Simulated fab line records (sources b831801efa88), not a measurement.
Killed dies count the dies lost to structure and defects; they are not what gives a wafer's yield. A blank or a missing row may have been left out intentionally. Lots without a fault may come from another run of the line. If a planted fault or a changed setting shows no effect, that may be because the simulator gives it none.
8D (eight disciplines) problem report, filled in by code	flow gf180mcu	the parts of the form that need people (team, actions taken, sign-off) are left out

== 1. WHAT IS WRONG ==
V2_W_RS at GF_V2_RS_MEAS_24 reads a mean of 0.374 ohm/sq on 1 wafer of 1 lot; wafers without a fault read 0.328 ohm/sq with a standard deviation of 0.0031. Relative to the usual mean, that is a shift of +15 standard deviations.
The step: measures by four-point-probe.
The first sign was on wafer L502.1 at day 27 01:02, on film_metro-01. The record has a number at this step for 33 wafers belonging to 11 lots. By rule, "out" or "out of limits" means more than 4 standard deviations away from the usual mean. Any other wafer with a number is counted as sound.

== 2. WHAT IT IS, AND WHAT IT ISN'T ==
question	is	is not
which readings at this step	V2_W_RS	-
which lots	L502	L486, L488, L489, L490, L491, L493, L497, L503, L505, L506
which wafers of those lots	L502.1	L502.4, L502.6
read on which gauges	film_metro-01	film_metro-02, film_metro-03
when	from day 27 01:02	up to then (23 sound wafers); but 9 sound wafers of L503, L505, L506 came after

== 3. THE SUSPECTS, EACH WITH WHAT RULES IT OUT ==
Counting: a tool at a process step up to the reading stays a suspect if it ran every lot that is out. Sound lots after the first of them don't rule it out here, since some wafers of a struck lot are sound.
- the gauge at GF_V2_RS_MEAS_24: ruled out. All the wafers that are out were read on film_metro-01, but those of them that GF_V2_CMP_26 has rows for are out there too, on other tools.
- rie_diel-03 at GF_V2_ETCH_17 (etches SiO2 in C4F8/O2/Ar, stops on TiN, target depth 630 nm): kept. It processed L502, the lot that is out, at day 27 00:55, and its most recent sound lot before then was L497 at day 25 11:51. With no start given for some of its lots, GF_V2_ETCH_17 uses the hours and lot order of GF_V2_CVD_23.
- cvd_w-02 at GF_V2_CVD_23 (deposits W, target thk 350 nm, time 104.94 s): kept. It processed L502, the lot that is out, at day 27 00:55, and its most recent sound lot before then was L497 at day 25 11:51.
- At GF_V2_ETCH_17, inside rie_diel-03: chamber 2 took the wafers that are out, while their sound lot-mates went through chambers 0, 1.
- Within cvd_w-02 at GF_V2_CVD_23, the wafers that are out were processed in chamber 0 and their sound lot-mates in chamber 1.
What counting leaves: rie_diel-03 at GF_V2_ETCH_17 and cvd_w-02 at GF_V2_CVD_23.

== 4. THE CAUSE (what the simulator had put in) ==
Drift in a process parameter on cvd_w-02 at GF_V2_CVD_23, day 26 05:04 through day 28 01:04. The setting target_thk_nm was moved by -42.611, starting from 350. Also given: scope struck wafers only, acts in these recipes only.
After counting, 2 suspects remain, this tool included.

== 5. THE EFFECT CHAIN, in route order ==
Each row: a reading where the mean over the struck wafers with a number is more than 3 standard deviations away from the usual. Readings are gone through only where the record gives a usual standard deviation; hours: the median, over the lots, of the time from a lot's start at the first step in this table giving one to that lot's start at this step; sigmas: the change measured in usual standard deviations.
hours	step	reading	usual	on struck wafers	change	sigmas
0	GF_V2_RS_MEAS_24	V2_W_RS	0.328 ohm/sq	0.374	+0.046	+15
3	GF_V2_THK_MEAS_25	V2_W_THK	356 nm	315	-41	-6.7
5	GF_V2_CMP_26	time_to_endpoint_s	85.6 s	73.7	-11.9	-4.2
Its process steps:
- GF_V2_CMP_26: polishes, stops on SiO2, t overpolish 15 s, target thk 0 nm.
At these later measuring or inspecting steps, every struck wafer for which the step has a row has a number for every such reading, and none has moved that far: GF_M3_THK_MEAS_06.

== 6. WHAT WOULD HAVE CAUGHT IT SOONER ==
Counted from the fault's start at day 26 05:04, it took 20 hours until the first out-of-limits reading at a measuring or inspecting step in this record, taken at day 27 01:02.
No tool reading at GF_V2_CVD_23 that has a usual standard deviation in the record was out on any struck wafer, so an alarm limit of 4 standard deviations on those readings would not have fired.
Lots out: 1; all had begun GF_V2_CVD_23 on cvd_w-02 by day 27 01:02. Tool hold at that time: it would have spared none of them.
